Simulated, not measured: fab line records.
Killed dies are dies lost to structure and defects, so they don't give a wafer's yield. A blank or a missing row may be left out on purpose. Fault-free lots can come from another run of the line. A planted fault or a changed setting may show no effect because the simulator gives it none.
What tool caused it? + flow gf180mcu + Sampling: 13 lots, 39 wafers, 3 of 602 route steps

WHAT EACH GAUGE READ, for each wafer
GF_VT_IMPLANT_OVL_MEAS_07. Usual: for VT_IMPLANT_OVL the level is -0.2 nm and the standard deviation is 1.2.
| lot  | measured     | on         | VT_IMPLANT_OVL (nm) | flag |
|------|--------------|------------|---------------------|------|
| L224 | day 5 14:36  | overlay-01 | 0.1 0.0 0.6         |      |
| L225 | day 5 18:58  | overlay-02 | -0.3 -0.1 -0.7      |      |
| L226 | day 6 05:04  | overlay-02 | 0.3 -0.9 -0.2       |      |
| L227 | day 6 19:00  | overlay-01 | 0.6 0.8 0.6         |      |
| L228 | day 6 21:34  | overlay-02 | 0.7 0.5 -0.3        |      |
| L234 | day 8 07:10  | overlay-02 | -1.8 0.1 -0.1       |      |
| L235 | day 8 12:59  | overlay-01 | -0.3 -1.4 -2.0      |      |
| L238 | day 9 08:40  | overlay-02 | 1.9 0.5 0.5         |      |
| L239 | day 9 17:07  | overlay-01 | -1.1 -0.5 1.1       |      |
| L241 | day 10 00:05 | overlay-02 | 0.3 -1.5 -1.1       |      |
| L242 | day 10 06:41 | overlay-02 | 0.7 1.9 1.4         |      |
| L243 | day 10 15:20 | overlay-02 | 0.2 0.2 0.5         |      |
| L247 | day 11 12:39 | overlay-01 | 0.4 2.1 0.3         |      |

GF_VT_IMPLANT_OVL_MEAS_29. Usual: for VT_IMPLANT_02_OVL the level is -0.4 nm and the standard deviation is 1.6.
| lot  | measured     | on         | VT_IMPLANT_02_OVL (nm) | flag |
|------|--------------|------------|------------------------|------|
| L224 | day 6 21:26  | overlay-01 | -1.0 -2.8 -3.0         |      |
| L225 | day 7 01:01  | overlay-01 | 1.5 2.7 2.0            |      |
| L226 | day 7 12:58  | overlay-02 | -0.4 0.3 -0.4          |      |
| L227 | day 8 02:58  | overlay-01 | 1.9 0.5 -0.2           |      |
| L228 | day 8 06:10  | overlay-02 | 0.3 0.5 -1.0           |      |
| L234 | day 9 17:25  | overlay-01 | -1.5 -0.5 -2.2         |      |
| L235 | day 9 22:56  | overlay-01 | 0.7 0.4 1.8            |      |
| L238 | day 10 20:19 | overlay-01 | -1.0 1.8 0.1           |      |
| L239 | day 11 05:11 | overlay-01 | -3.2 -1.8 -3.2         |      |
| L241 | day 11 12:57 | overlay-01 | -2.8 -1.0 -0.1         |      |
| L242 | day 11 19:15 | overlay-02 | -3.8 -1.6 -1.3         |      |
| L243 | day 12 04:10 | overlay-01 | -0.8 0.6 0.9           |      |
| L247 | day 13 03:40 | overlay-02 | -0.5 -1.4 0.1          |      |

GF_DUAL_GATE_OVL_MEAS_11. Usual: for DUAL_GATE_OVL the level is -0.2 nm and the standard deviation is 1.3.
| lot  | measured     | on         | DUAL_GATE_OVL (nm) | flag |
|------|--------------|------------|--------------------|------|
| L224 | day 8 08:40  | overlay-01 | -2.0 -0.4 -0.8     |      |
| L225 | day 8 11:25  | overlay-01 | 0.8 -0.6 -0.9      |      |
| L226 | day 9 00:49  | overlay-01 | 0.4 4.3 2.0        |      |
| L227 | day 9 15:39  | overlay-02 | -0.7 0.1 -1.0      |      |
| L228 | day 9 18:37  | overlay-02 | -2.8 -1.8 -2.3     |      |
| L234 | day 11 07:23 | overlay-02 | 0.6 0.0 0.7        |      |
| L235 | day 11 13:40 | overlay-01 | 0.2 -0.6 -1.3      |      |
| L238 | day 12 13:06 | overlay-01 | -1.6 -0.5 0.1      |      |
| L239 | day 12 22:11 | overlay-01 | 0.7 2.7 3.3        |      |
| L241 | day 13 08:35 | overlay-01 | 0.0 0.6 -0.1       |      |
| L242 | day 13 12:56 | overlay-01 | -2.0 -1.0 -0.7     |      |
| L243 | day 13 22:04 | overlay-02 | -0.6 1.2 0.8       |      |
| L247 | day 15 00:04 | overlay-01 | 0.1 -1.2 1.8       |      |

WHAT TOOL EACH LOT RAN ON (gives the tool, then ch and the chambers of the sampled wafers, and finally the start)
Before these readings, the record contains no process step.

AS READ BY THE TOOLS THEMSELVES (means over the sampled wafers that have a number; for cases with no such wafer, the mark the record gives instead)
The record holds no such reading with a usual standard deviation.

THE ANSWER, worked out from the rows above alone
Rule: take the mean of a lot's wafers that have a number; if it is more than 3 standard deviations from the usual mean, the lot is off. A lot without any number at a reading at which 4 lots or more have one is off too. All remaining lots with rows at the step are treated as sound. Order of review: gauges by route order, followed by the tools' own readings, for which a lot's mean as printed above is used. The first step at which some lot is off is used, and at that step the reading that is off furthest; a lot without a number counts as furthest.
None of the lots is off at any reading shown; this tells nothing.

WHAT THE SIMULATOR HAD PUT IN
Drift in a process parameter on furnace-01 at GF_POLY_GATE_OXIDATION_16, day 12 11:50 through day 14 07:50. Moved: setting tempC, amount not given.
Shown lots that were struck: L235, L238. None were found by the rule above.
